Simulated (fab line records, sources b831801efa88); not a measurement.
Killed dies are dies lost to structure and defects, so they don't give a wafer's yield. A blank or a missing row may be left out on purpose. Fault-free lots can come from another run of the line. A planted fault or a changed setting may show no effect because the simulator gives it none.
fab line records ; flow sky130 ; part 1 of 2: steps 1 to 29 of 36
[record] lots = 5; wafers = 15; last-day = 49
route steps=708 shown LDD_HVP@288 LDD_LDN@289 SPACER@304 POLY_CUT@307 SD_P@320
lots that met no fault: taken from a fault-free run of the same line
start-h: start of the lot's first displayed wafer, in hours after the record's first day ; wait-h: how many hours have passed since the lot's step before this one ; " the same as in the row above ; L1.1+2: a single row standing in for several wafers ; - no value, or no start was given ; * or withheld: withheld ; < > ~ a bound
route shown NAME@n: a module of which the file shows steps, and the number in the route of the first ; usual: the fault-free wafers' mean and standard deviation ; same: alike in all rows ; chamber/n: place in a boat ; sites: per-site readings ; _std_site: the standard deviation of these ; _edge_site: outer sites' mean less inner sites' ; radius-mm: for every site, how far away it sits from the centre of the wafer ; mask NAME#n: copy n ; behind: the last tool/chamber to shape the wafer ; hold: the reason the lot was held/the length of the hold in hours/how it ended ; device: transistor that didn't switch, given as n, p or np ; end of line: the same wafers' tests at the end of the route ; where a step has no rows: the recipe by itself ; killed: dies lost to structure and defects at the first sort, not the wafer's yield ; map: shows each die of a wafer: x if killed, . if not, _ if none is there
set.NAME: the setting as run; set.NAME@STEP: as run at that earlier step ; model.NAME: the simulator's own value behind a step, which no gauge read
a table for each step, a row for each wafer; lots at some steps of the route
services: a tool's chamber out of use, with start hour (start-h, from the record's first day; less than 0 if before it), hours out, and reason
[[steps]]
[step SKY_LDD_HVP_TW_MEAS_10]
[usual] LDD_HVP_TW = 454/3
lot.wafer;tool;chamber;start-h;wait-h;LDD_HVP_TW
L075.3;film-metro-03;-;498.28;0.1;451
L075.4;film-metro-03;-;498.28;0.1;449
L075.6;film-metro-03;-;498.28;0.1;451
L080.1;film-metro-02;-;547.43;0.1;450
L080.2;film-metro-02;-;547.43;0.1;451
L080.5;film-metro-02;-;547.43;0.1;450
L088.1;film-metro-02;-;617.63;0.1;450
L088.4;film-metro-02;-;617.63;0.1;451
L088.5;film-metro-02;-;617.63;0.1;450
L091.3;film-metro-04;-;643.20;0.1;455
L091.4;film-metro-04;-;643.20;0.1;456
L091.6;film-metro-04;-;643.20;0.1;452
L093.2;film-metro-03;-;661.29;0.1;453
L093.4;film-metro-03;-;661.29;0.1;454
L093.5;film-metro-03;-;661.29;0.1;452
[step SKY_LDD_LDN_DEHYDRATE_00]
[recipe] temp-c = 200; time-s = 60
[usual] resist-line-temp-C = 22.99/0.098
lot.wafer;tool;chamber;start-h;wait-h;resist-line-temp-C
L075.3;litho-track-04;0;513.53;15.2;22.97
L075.4;litho-track-04;0;513.53;15.2;23.12
L075.6;litho-track-04;0;513.53;15.2;22.97
L080.1;litho-track-03;0;561.44;14.0;22.85
L080.2;litho-track-03;0;561.44;14.0;22.97
L080.5;litho-track-03;0;561.44;14.0;23.07
L088.1;litho-track-04;0;631.67;14.0;22.66
L088.4;litho-track-04;0;631.67;14.0;22.87
L088.5;litho-track-04;0;631.67;14.0;22.88
L091.3;litho-track-03;0;656.84;13.6;22.81
L091.4;litho-track-03;0;656.84;13.6;23.02
L091.6;litho-track-03;0;656.84;13.6;22.90
L093.2;litho-track-03;0;674.77;13.5;22.80
L093.4;litho-track-03;0;674.77;13.5;22.93
L093.5;litho-track-03;0;674.77;13.5;22.97
[step SKY_LDD_LDN_HMDS_01]
[recipe] prime-time-s = 60; prime-temp-c = 120
[usual] resist-line-temp-C = 22.99/0.11
lot.wafer;tool;chamber;start-h;wait-h;resist-line-temp-C
L075.3;litho-track-04;0;513.68;0.1;22.91
L075.4;litho-track-04;0;513.68;0.1;22.92
L075.6;litho-track-04;0;513.68;0.1;22.94
L080.1;litho-track-03;0;561.59;0.1;22.99
L080.2;litho-track-03;0;561.59;0.1;23.04
L080.5;litho-track-03;0;561.59;0.1;23.07
L088.1;litho-track-04;0;631.82;0.1;22.95
L088.4;litho-track-04;0;631.82;0.1;23.07
L088.5;litho-track-04;0;631.82;0.1;23.03
L091.3;litho-track-03;0;656.99;0.1;22.88
L091.4;litho-track-03;0;656.99;0.1;22.90
L091.6;litho-track-03;0;656.99;0.1;22.83
L093.2;litho-track-03;0;674.92;0.1;22.99
L093.4;litho-track-03;0;674.92;0.1;22.98
L093.5;litho-track-03;0;674.92;0.1;23.00
[step SKY_LDD_LDN_COAT_02]
[recipe] resist = NOVOLAK; spin-rpm = 3000; resist-thk-nm = 1140
[usual] resist-line-temp-C = 23.02/0.097
lot.wafer;tool;chamber;start-h;wait-h;resist-line-temp-C
L075.3;litho-track-04;0;513.83;0.1;22.99
L075.4;litho-track-04;0;513.83;0.1;22.97
L075.6;litho-track-04;0;513.83;0.1;23.00
L080.1;litho-track-03;0;561.74;0.1;22.98
L080.2;litho-track-03;0;561.74;0.1;23.07
L080.5;litho-track-03;0;561.74;0.1;22.98
L088.1;litho-track-04;0;631.97;0.1;22.87
L088.4;litho-track-04;0;631.97;0.1;23.00
L088.5;litho-track-04;0;631.97;0.1;22.97
L091.3;litho-track-03;0;657.14;0.1;23.09
L091.4;litho-track-03;0;657.14;0.1;23.05
L091.6;litho-track-03;0;657.14;0.1;23.18
L093.2;litho-track-03;0;675.07;0.1;22.93
L093.4;litho-track-03;0;675.07;0.1;22.89
L093.5;litho-track-03;0;675.07;0.1;22.86
[step SKY_LDD_LDN_SOFTBAKE_03]
[recipe] temp-c = 90; time-s = 60; resist = NOVOLAK
[usual] resist-line-temp-C = 23.00/0.12
lot.wafer;tool;chamber;start-h;wait-h;resist-line-temp-C
L075.3;litho-track-04;0;513.98;0.1;23.14
L075.4;litho-track-04;0;513.98;0.1;23.02
L075.6;litho-track-04;0;513.98;0.1;22.96
L080.1;litho-track-03;0;561.89;0.1;22.98
L080.2;litho-track-03;0;561.89;0.1;22.89
L080.5;litho-track-03;0;561.89;0.1;23.02
L088.1;litho-track-04;0;632.12;0.1;23.13
L088.4;litho-track-04;0;632.12;0.1;23.08
L088.5;litho-track-04;0;632.12;0.1;23.08
L091.3;litho-track-03;0;657.29;0.1;22.84
L091.4;litho-track-03;0;657.29;0.1;22.88
L091.6;litho-track-03;0;657.29;0.1;22.90
L093.2;litho-track-03;0;675.22;0.1;23.01
L093.4;litho-track-03;0;675.22;0.1;23.11
L093.5;litho-track-03;0;675.22;0.1;22.91
[step SKY_LDD_LDN_EXPOSE_04]
[recipe] mask-id = LDNTM; na = 0.6; source-shape = conventional; sigma-outer = 0.6; polarization = unpolarized; target-cd-nm = 700; dose-mj = 140
lot.wafer;tool;chamber;start-h;wait-h;mask
L075.3+4+6;iline-stepper-02;0;-;-;LDNTM#0
L080.1+2+5;iline-stepper-02;0;-;-;LDNTM#0
L088.1+4+5;iline-stepper-01;0;-;-;LDNTM#0
L091.3+4+6;iline-stepper-01;0;-;-;LDNTM#0
L093.2+4+5;iline-stepper-01;0;-;-;LDNTM#0
[step SKY_LDD_LDN_PEB_05]
[recipe] temp-c = withheld; time-s = *; resist = NOVOLAK
[usual] resist-line-temp-C = *
lot.wafer;tool;chamber;start-h;wait-h;resist-line-temp-C
L075.3;litho-track-01;0;-;-;*
L075.4;litho-track-01;0;-;-;*
L075.6;litho-track-01;0;-;-;*
L080.1;litho-track-04;0;-;-;*
L080.2;litho-track-04;0;-;-;*
L080.5;litho-track-04;0;-;-;*
L088.1;litho-track-03;0;-;-;*
L088.4;litho-track-03;0;-;-;*
L088.5;litho-track-03;0;-;-;*
L091.3;litho-track-04;0;-;-;*
L091.4;litho-track-04;0;-;-;*
L091.6;litho-track-04;0;-;-;*
L093.2;litho-track-03;0;-;-;*
L093.4;litho-track-03;0;-;-;*
L093.5;litho-track-03;0;-;-;*
[step SKY_LDD_LDN_DEVELOP_06]
[recipe] resist = NOVOLAK; developer = TMAH; develop-time-s = 60; dev-temp-c = 23
[usual] resist-line-temp-C = 23.04/0.1
lot.wafer;tool;chamber;start-h;wait-h;resist-line-temp-C
L075.3;litho-track-01;0;528.51;0.1;23.07
L075.4;litho-track-01;0;528.51;0.1;22.82
L075.6;litho-track-01;0;528.51;0.1;23.09
L080.1;litho-track-04;0;576.92;0.1;23.11
L080.2;litho-track-04;0;576.92;0.1;23.10
L080.5;litho-track-04;0;576.92;0.1;22.99
L088.1;litho-track-03;0;646.29;0.1;23.16
L088.4;litho-track-03;0;646.29;0.1;23.22
L088.5;litho-track-03;0;646.29;0.1;23.03
L091.3;litho-track-04;0;671.42;0.1;23.12
L091.4;litho-track-04;0;671.42;0.1;23.16
L091.6;litho-track-04;0;671.42;0.1;23.06
L093.2;litho-track-03;0;689.37;0.1;22.90
L093.4;litho-track-03;0;689.37;0.1;23.22
L093.5;litho-track-03;0;689.37;0.1;23.11
[step SKY_LDD_LDN_OVL_MEAS_07]
[usual] LDD_LDN_OVL = 0.3/1.4
lot.wafer;tool;chamber;start-h;wait-h;LDD_LDN_OVL[nm]
L075.3;overlay-01;-;528.62;0.1;-0.1
L075.4;overlay-01;-;528.62;0.1;-1.7
L075.6;overlay-01;-;528.62;0.1;-0.2
L080.1;overlay-02;-;577.07;0.1;-0.6
L080.2;overlay-02;-;577.07;0.1;1.1
L080.5;overlay-02;-;577.07;0.1;-1.8
L088.1;overlay-01;-;646.44;0.1;-0.9
L088.4;overlay-01;-;646.44;0.1;0.0
L088.5;overlay-01;-;646.44;0.1;-0.7
L091.3;overlay-01;-;671.54;0.1;-1.6
L091.4;overlay-01;-;671.54;0.1;0.0
L091.6;overlay-01;-;671.54;0.1;0.5
L093.2;overlay-01;-;689.50;0.1;1.3
L093.4;overlay-01;-;689.50;0.1;0.0
L093.5;overlay-01;-;689.50;0.1;0.3
[step SKY_LDD_LDN_IMPLANT_08]
[recipe] species = As; energy-kev = 15; dose-cm2 = 1.25e+13; tilt-deg = withheld; rotation-deg = 23
[same] implant-ion-amu = 75
lot.wafer;tool;chamber;start-h;wait-h
L075.3+4+6;implanter-04;0;528.89;0.3
L080.1+2+5;implanter-03;0;577.11;0.0
L088.1+4+5;implanter-04;0;646.48;0.0
L091.3+4+6;implanter-04;0;671.61;0.1
L093.2+4+5;implanter-02;0;689.55;0.0
[step SKY_LDD_LDN_IMPLANT_09]
[recipe] species = As; energy-kev = 15; dose-cm2 = 1.25e+13; tilt-deg = withheld; rotation-deg = 113
[same] implant-ion-amu = 75
lot.wafer;tool;chamber;start-h;wait-h
L075.3+4+6;implanter-04;0;529.04;0.1
L080.1+2+5;implanter-03;0;577.26;0.1
L088.1+4+5;implanter-04;0;646.63;0.1
L091.3+4+6;implanter-04;0;671.76;0.1
L093.2+4+5;implanter-02;0;689.70;0.1
[step SKY_LDD_LDN_IMPLANT_10]
[recipe] species = As; energy-kev = 15.19; dose-cm2 = 1.25e+13; tilt-deg = withheld; rotation-deg = 203
[same] implant-ion-amu = 75
lot.wafer;tool;chamber;start-h;wait-h
L075.3+4+6;implanter-04;0;529.19;0.1
L080.1+2+5;implanter-03;0;577.41;0.1
L088.1+4+5;implanter-04;0;646.78;0.1
L091.3+4+6;implanter-04;0;671.91;0.1
L093.2+4+5;implanter-02;0;689.85;0.1
[step SKY_LDD_LDN_IMPLANT_11]
[recipe] species = As; energy-kev = 15; dose-cm2 = 1.25e+13; tilt-deg = withheld; rotation-deg = 293
[same] implant-ion-amu = 75
lot.wafer;tool;chamber;start-h;wait-h
L075.3+4+6;implanter-04;0;529.34;0.1
L080.1+2+5;implanter-03;0;577.56;0.1
L088.1+4+5;implanter-04;0;646.93;0.1
L091.3+4+6;implanter-04;0;672.06;0.1
L093.2+4+5;implanter-02;0;690.00;0.1
[step SKY_LDD_LDN_STRIP_12]
[recipe] chemistry = O2/N2; power-w = 1400; pressure-mtorr = 1500; platen-temp-c = withheld; o2-flow-sccm = 3000; n2-flow-sccm = 300; overash-fraction = 0.5
[usual] drypump-motor-current-A = 6.0/0.63; oes-product-au = 0.716/0.0046; strip-time-to-endpoint-s = 14.18/0.046
lot.wafer;tool;chamber;start-h;wait-h;drypump-motor-current-A;oes-product-au;rf-hours-counter-h;strip-time-to-endpoint-s
L075.3;plasma-asher-04;0;529.47;0.1;6.4;0.714;-;14.29
L075.4;plasma-asher-04;1;529.47;0.1;6.2;0.728;-;14.27
L075.6;plasma-asher-04;1;529.47;0.1;6.2;0.717;-;14.27
L080.1;plasma-asher-02;1;577.71;0.1;4.8;0.711;92;14.20
L080.2;plasma-asher-02;0;577.71;0.1;6.1;0.723;92;14.18
L080.5;plasma-asher-02;0;577.71;0.1;6.1;0.713;-;14.21
L088.1;plasma-asher-01;1;647.08;0.1;5.1;0.711;54;14.24
L088.4;plasma-asher-01;1;647.08;0.1;5.1;0.714;-;14.23
L088.5;plasma-asher-01;0;647.08;0.1;6.5;0.727;-;14.24
L091.3;plasma-asher-04;0;672.19;0.1;6.4;0.714;-;14.16
L091.4;plasma-asher-04;1;672.19;0.1;6.2;0.727;-;14.20
L091.6;plasma-asher-04;0;672.19;0.1;6.4;0.715;-;14.21
L093.2;plasma-asher-04;0;690.13;0.1;6.4;0.715;78;14.25
L093.4;plasma-asher-04;1;690.13;0.1;6.2;0.712;-;14.19
L093.5;plasma-asher-04;1;690.13;0.1;6.2;0.710;-;14.20
[step SKY_LDD_LDN_TW_MEAS_13]
[usual] LDD_LDN_TW = 1467/5.9
lot.wafer;tool;chamber;start-h;wait-h;LDD_LDN_TW
L075.3;film-metro-02;-;529.56;0.1;1468
L075.4;film-metro-02;-;529.56;0.1;1461
L075.6;film-metro-02;-;529.56;0.1;1461
L080.1;film-metro-02;-;577.81;0.1;1468
L080.2;film-metro-02;-;577.81;0.1;1468
L080.5;film-metro-02;-;577.81;0.1;1475
L088.1;film-metro-01;-;647.18;0.1;1463
L088.4;film-metro-01;-;647.18;0.1;1458
L088.5;film-metro-01;-;647.18;0.1;1470
L091.3;film-metro-01;-;672.28;0.1;1461
L091.4;film-metro-01;-;672.28;0.1;1468
L091.6;film-metro-01;-;672.28;0.1;1461
L093.2;film-metro-02;-;690.24;0.1;1470
L093.4;film-metro-02;-;690.24;0.1;1474
L093.5;film-metro-02;-;690.24;0.1;1474
[step SKY_LDD_LDN_CLEAN_14]
[recipe] chemistry = SC1/SC2; mix = 1:4:20; temp-c = 70; time-s = 150; dry = n2-spin
lot.wafer;tool;chamber;start-h;wait-h
L075.3+4+6;wet-bench-03;1;529.60;0.0
L080.1+2+5;wet-bench-04;1;577.87;0.1
L088.1+4+5;wet-bench-02;3;647.24;0.1
L091.3+4+6;wet-bench-04;0;672.32;0.0
L093.2+4+5;wet-bench-03;3;690.29;0.0
[step SKY_SPACER_CVD_00]
[recipe] material = Si3N4; precursor = DCS/NH3; target-thk-nm = 43.1; temp-c = 770; time-s = 740; pressure-mtorr = 250
[usual] spike-tc-lower-C = 770.9/2
lot.wafer;tool;chamber;start-h;wait-h;spike-tc-lower-C
L075.3;lpcvd-02;0;530.34;0.7;769.0
L075.4;lpcvd-02;0;530.34;0.7;770.6
L075.6;lpcvd-02;0;530.34;0.7;769.5
L080.1;lpcvd-02;1;577.92;0.0;774.0
L080.2;lpcvd-02;1;577.92;0.0;773.7
L080.5;lpcvd-02;1;577.92;0.0;772.7
L088.1;lpcvd-02;1;647.29;0.0;772.0
L088.4;lpcvd-02;1;647.29;0.0;773.1
L088.5;lpcvd-02;1;647.29;0.0;771.6
L091.3;lpcvd-02;1;672.37;0.0;772.3
L091.4;lpcvd-02;1;672.37;0.0;773.9
L091.6;lpcvd-02;1;672.37;0.0;773.4
L093.2;lpcvd-02;0;691.75;1.3;769.7
L093.4;lpcvd-02;0;691.75;1.3;768.5
L093.5;lpcvd-02;0;691.75;1.3;770.4
[step SKY_SPACER_THK_MEAS_01]
[recipe] reads = Si3N4_of_SPACER_CVD_00
[usual] SPACER_CVD_00_THK = 43.2/0.38
lot.wafer;tool;chamber;start-h;wait-h;SPACER_CVD_00_THK[nm]
L075.3;film-metro-04;-;531.56;0.0;42.8
L075.4;film-metro-04;-;531.56;0.0;42.5
L075.6;film-metro-04;-;531.56;0.0;42.9
L080.1;film-metro-03;-;579.73;0.0;43.6
L080.2;film-metro-03;-;579.73;0.0;43.4
L080.5;film-metro-03;-;579.73;0.0;44.0
L088.1;film-metro-01;-;648.49;0.0;43.4
L088.4;film-metro-01;-;648.49;0.0;43.2
L088.5;film-metro-01;-;648.49;0.0;43.4
L091.3;film-metro-01;-;673.60;0.0;43.1
L091.4;film-metro-01;-;673.60;0.0;42.8
L091.6;film-metro-01;-;673.60;0.0;42.7
L093.2;film-metro-01;-;692.96;0.0;43.6
L093.4;film-metro-01;-;692.96;0.0;43.9
L093.5;film-metro-01;-;692.96;0.0;43.5
[step SKY_SPACER_ETCHBACK_02]
[recipe] chemistry = CH3F/O2; target = Si3N4; stop-on = SiO2; source-w = 400; bias-w = 80; pressure-mtorr = 25; ch3f-flow-sccm = 40; O2_flow_sccm = 30; time-s = 46.7; target-depth-a = 450
[usual] drypump-motor-current-A = 5.4/0.4; oes-product-au = 0.856/0.0059; throttle-valve-pct = 10.562/0.0095
lot.wafer;tool;chamber;start-h;wait-h;drypump-motor-current-A;oes-product-au;rf-hours-counter-h;throttle-valve-pct
L075.3;rie-diel-02;3;531.60;0.0;5.2;0.841;31;10.560
L075.4;rie-diel-02;1;531.60;0.0;6.0;0.856;10;10.546
L075.6;rie-diel-02;1;531.60;0.0;6.0;0.856;-;10.552
L080.1;rie-diel-04;0;579.79;0.1;4.9;0.852;6;10.574
L080.2;rie-diel-04;3;579.79;0.1;5.0;0.850;31;10.555
L080.5;rie-diel-04;3;579.79;0.1;5.0;0.866;-;10.575
L088.1;rie-diel-04;3;648.55;0.1;5.0;0.859;33;10.569
L088.4;rie-diel-04;3;648.55;0.1;5.0;0.857;-;10.560
L088.5;rie-diel-04;1;648.55;0.1;5.6;0.864;-;10.563
L091.3;rie-diel-01;2;673.64;0.0;6.3;0.854;37;10.558
L091.4;rie-diel-01;2;673.64;0.0;6.3;0.849;-;10.564
L091.6;rie-diel-01;1;673.64;0.0;5.2;0.854;-;10.567
L093.2;rie-diel-04;2;693.01;0.0;5.7;0.861;1;10.555
L093.4;rie-diel-04;1;693.01;0.0;5.6;0.859;1;10.541
L093.5;rie-diel-04;3;693.01;0.0;5.0;0.871;-;10.559
[step SKY_POLY_CUT_DEHYDRATE_00]
[recipe] temp-c = 200; time-s = 60
[usual] resist-line-temp-C = 23.00/0.11
lot.wafer;tool;chamber;start-h;wait-h;resist-line-temp-C
L075.3;litho-track-01;0;546.01;14.4;22.93
L075.4;litho-track-01;0;546.01;14.4;22.95
L075.6;litho-track-01;0;546.01;14.4;23.01
L080.1;litho-track-02;0;593.85;14.0;22.95
L080.2;litho-track-02;0;593.85;14.0;22.93
L080.5;litho-track-02;0;593.85;14.0;22.87
L088.1;litho-track-01;0;662.16;13.6;23.18
L088.4;litho-track-01;0;662.16;13.6;23.10
L088.5;litho-track-01;0;662.16;13.6;22.97
L091.3;litho-track-02;0;687.25;13.6;23.12
L091.4;litho-track-02;0;687.25;13.6;23.05
L091.6;litho-track-02;0;687.25;13.6;22.99
L093.2;litho-track-04;0;705.85;12.8;22.85
L093.4;litho-track-04;0;705.85;12.8;23.01
L093.5;litho-track-04;0;705.85;12.8;23.04
[step SKY_POLY_CUT_HMDS_01]
[recipe] prime-time-s = 60; prime-temp-c = 120
[usual] resist-line-temp-C = 23.00/0.11
lot.wafer;tool;chamber;start-h;wait-h;resist-line-temp-C
L075.3;litho-track-01;0;546.16;0.1;23.01
L075.4;litho-track-01;0;546.16;0.1;22.99
L075.6;litho-track-01;0;546.16;0.1;22.82
L080.1;litho-track-02;0;594.00;0.1;22.96
L080.2;litho-track-02;0;594.00;0.1;23.03
L080.5;litho-track-02;0;594.00;0.1;22.87
L088.1;litho-track-01;0;662.31;0.1;23.00
L088.4;litho-track-01;0;662.31;0.1;22.91
L088.5;litho-track-01;0;662.31;0.1;22.86
L091.3;litho-track-02;0;687.40;0.1;22.97
L091.4;litho-track-02;0;687.40;0.1;23.07
L091.6;litho-track-02;0;687.40;0.1;23.05
L093.2;litho-track-04;0;706.00;0.1;22.80
L093.4;litho-track-04;0;706.00;0.1;22.81
L093.5;litho-track-04;0;706.00;0.1;22.87
[step SKY_POLY_CUT_COAT_02]
[recipe] resist = BARC; temp-c = withheld; time-s = withheld; spin-rpm = 3000; resist-thk-nm = 60
[usual] resist-line-temp-C = *
lot.wafer;tool;chamber;start-h;wait-h;resist-line-temp-C
L075.3;litho-track-01;0;546.31;0.1;*
L075.4;litho-track-01;0;546.31;0.1;*
L075.6;litho-track-01;0;546.31;0.1;*
L080.1;litho-track-02;0;594.15;0.1;*
L080.2;litho-track-02;0;594.15;0.1;*
L080.5;litho-track-02;0;594.15;0.1;*
L088.1;litho-track-01;0;662.46;0.1;*
L088.4;litho-track-01;0;662.46;0.1;*
L088.5;litho-track-01;0;662.46;0.1;*
L091.3;litho-track-02;0;687.55;0.1;*
L091.4;litho-track-02;0;687.55;0.1;*
L091.6;litho-track-02;0;687.55;0.1;*
L093.2;litho-track-04;0;706.15;0.1;*
L093.4;litho-track-04;0;706.15;0.1;*
L093.5;litho-track-04;0;706.15;0.1;*
[step SKY_POLY_CUT_COAT_03]
[recipe] resist = KrF-thick; spin-rpm = 3000; resist-thk-nm = 450
[usual] resist-line-temp-C = 23.01/0.12
lot.wafer;tool;chamber;start-h;wait-h;resist-line-temp-C
L075.3;litho-track-01;0;-;-;23.03
L075.4;litho-track-01;0;-;-;22.98
L075.6;litho-track-01;0;-;-;23.03
L080.1;litho-track-02;0;-;-;22.93
L080.2;litho-track-02;0;-;-;23.03
L080.5;litho-track-02;0;-;-;23.16
L088.1;litho-track-01;0;-;-;23.22
L088.4;litho-track-01;0;-;-;23.27
L088.5;litho-track-01;0;-;-;23.13
L091.3;litho-track-02;0;-;-;23.18
L091.4;litho-track-02;0;-;-;23.00
L091.6;litho-track-02;0;-;-;23.04
L093.2;litho-track-04;0;-;-;23.03
L093.4;litho-track-04;0;-;-;23.00
L093.5;litho-track-04;0;-;-;23.03
[step SKY_POLY_CUT_SOFTBAKE_04]
[recipe] temp-c = 100; time-s = 90; resist = KrF-thick
[usual] resist-line-temp-C = 23.01/0.12
lot.wafer;tool;chamber;start-h;wait-h;resist-line-temp-C
L075.3;litho-track-01;0;-;-;23.08
L075.4;litho-track-01;0;-;-;22.87
L075.6;litho-track-01;0;-;-;22.84
L080.1;litho-track-02;0;-;-;22.96
L080.2;litho-track-02;0;-;-;22.92
L080.5;litho-track-02;0;-;-;23.00
L088.1;litho-track-01;0;-;-;22.93
L088.4;litho-track-01;0;-;-;22.99
L088.5;litho-track-01;0;-;-;23.13
L091.3;litho-track-02;0;-;-;23.13
L091.4;litho-track-02;0;-;-;23.06
L091.6;litho-track-02;0;-;-;23.07
L093.2;litho-track-04;0;-;-;22.91
L093.4;litho-track-04;0;-;-;22.96
L093.5;litho-track-04;0;-;-;22.87
[step SKY_POLY_CUT_EXPOSE_05]
[recipe] mask-id = NPCM; na = 0.8; source-shape = annular; sigma-inner = 0.55; sigma-outer = 0.85; target-cd-nm = 270; dose-mj = 32
lot.wafer;tool;chamber;start-h;wait-h;mask
L075.3+4+6;krf-scanner-01;0;-;-;NPCM#0
L080.1+2+5;krf-scanner-01;0;-;-;NPCM#0
L088.1+4+5;krf-scanner-01;0;-;-;NPCM#0
L091.3+4+6;krf-scanner-01;0;-;-;NPCM#0
L093.2+4+5;krf-scanner-01;0;-;-;NPCM#0
[step SKY_POLY_CUT_PEB_06]
[recipe] peb-temp-c = withheld; peb-time-s = withheld; resist = KrF-thick
[usual] resist-line-temp-C = *
lot.wafer;tool;chamber;start-h;wait-h;resist-line-temp-C
L075.3;litho-track-02;0;-;-;*
L075.4;litho-track-02;0;-;-;*
L075.6;litho-track-02;0;-;-;*
L080.1;litho-track-04;0;-;-;*
L080.2;litho-track-04;0;-;-;*
L080.5;litho-track-04;0;-;-;*
L088.1;litho-track-04;0;-;-;*
L088.4;litho-track-04;0;-;-;*
L088.5;litho-track-04;0;-;-;*
L091.3;litho-track-01;0;-;-;*
L091.4;litho-track-01;0;-;-;*
L091.6;litho-track-01;0;-;-;*
L093.2;litho-track-04;0;-;-;*
L093.4;litho-track-04;0;-;-;*
L093.5;litho-track-04;0;-;-;*
[step SKY_POLY_CUT_DEVELOP_07]
[recipe] develop-time-s = 60; resist = KrF-thick; dev-temp-c = 21
[usual] resist-line-temp-C = 22.98/0.11
lot.wafer;tool;chamber;start-h;wait-h;resist-line-temp-C
L075.3;litho-track-02;0;-;-;23.11
L075.4;litho-track-02;0;-;-;22.87
L075.6;litho-track-02;0;-;-;23.12
L080.1;litho-track-04;0;-;-;22.84
L080.2;litho-track-04;0;-;-;22.88
L080.5;litho-track-04;0;-;-;22.86
L088.1;litho-track-04;0;-;-;23.07
L088.4;litho-track-04;0;-;-;23.07
L088.5;litho-track-04;0;-;-;23.02
L091.3;litho-track-01;0;-;-;23.19
L091.4;litho-track-01;0;-;-;23.13
L091.6;litho-track-01;0;-;-;23.14
L093.2;litho-track-04;0;-;-;23.02
L093.4;litho-track-04;0;-;-;22.95
L093.5;litho-track-04;0;-;-;22.97
[step SKY_POLY_CUT_CD_MEAS_08]
[recipe] target-cd-nm = 270
[usual] cd-nm = 270.1/1.3
lot.wafer;tool;chamber;start-h;wait-h;cd-nm
L075.3;cd-sem-02;-;561.74;-;268.3
L075.4;cd-sem-02;-;561.74;-;270.6
L075.6;cd-sem-02;-;561.74;-;270.0
L080.1;cd-sem-01;-;608.67;-;269.6
L080.2;cd-sem-01;-;608.67;-;271.0
L080.5;cd-sem-01;-;608.67;-;270.8
L088.1;cd-sem-02;-;676.77;-;269.5
L088.4;cd-sem-02;-;676.77;-;268.7
L088.5;cd-sem-02;-;676.77;-;269.9
L091.3;cd-sem-01;-;701.50;-;267.1
L091.4;cd-sem-01;-;701.50;-;268.3
L091.6;cd-sem-01;-;701.50;-;268.5
L093.2;cd-sem-02;-;720.44;-;270.2
L093.4;cd-sem-02;-;720.44;-;270.8
L093.5;cd-sem-02;-;720.44;-;271.0
[step SKY_POLY_CUT_OVL_MEAS_09]
[usual] POLY_CUT_OVL = 2/4.8
lot.wafer;tool;chamber;start-h;wait-h;POLY_CUT_OVL[nm]
L075.3;overlay-01;-;561.83;0.1;-2
L075.4;overlay-01;-;561.83;0.1;5
L075.6;overlay-01;-;561.83;0.1;1
L080.1;overlay-02;-;608.79;0.1;1
L080.2;overlay-02;-;608.79;0.1;-3
L080.5;overlay-02;-;608.79;0.1;-7
L088.1;overlay-01;-;676.89;0.1;0
L088.4;overlay-01;-;676.89;0.1;-2
L088.5;overlay-01;-;676.89;0.1;0
L091.3;overlay-02;-;701.59;0.1;1
L091.4;overlay-02;-;701.59;0.1;0
L091.6;overlay-02;-;701.59;0.1;4
L093.2;overlay-01;-;720.55;0.1;1
L093.4;overlay-01;-;720.55;0.1;3
L093.5;overlay-01;-;720.55;0.1;4
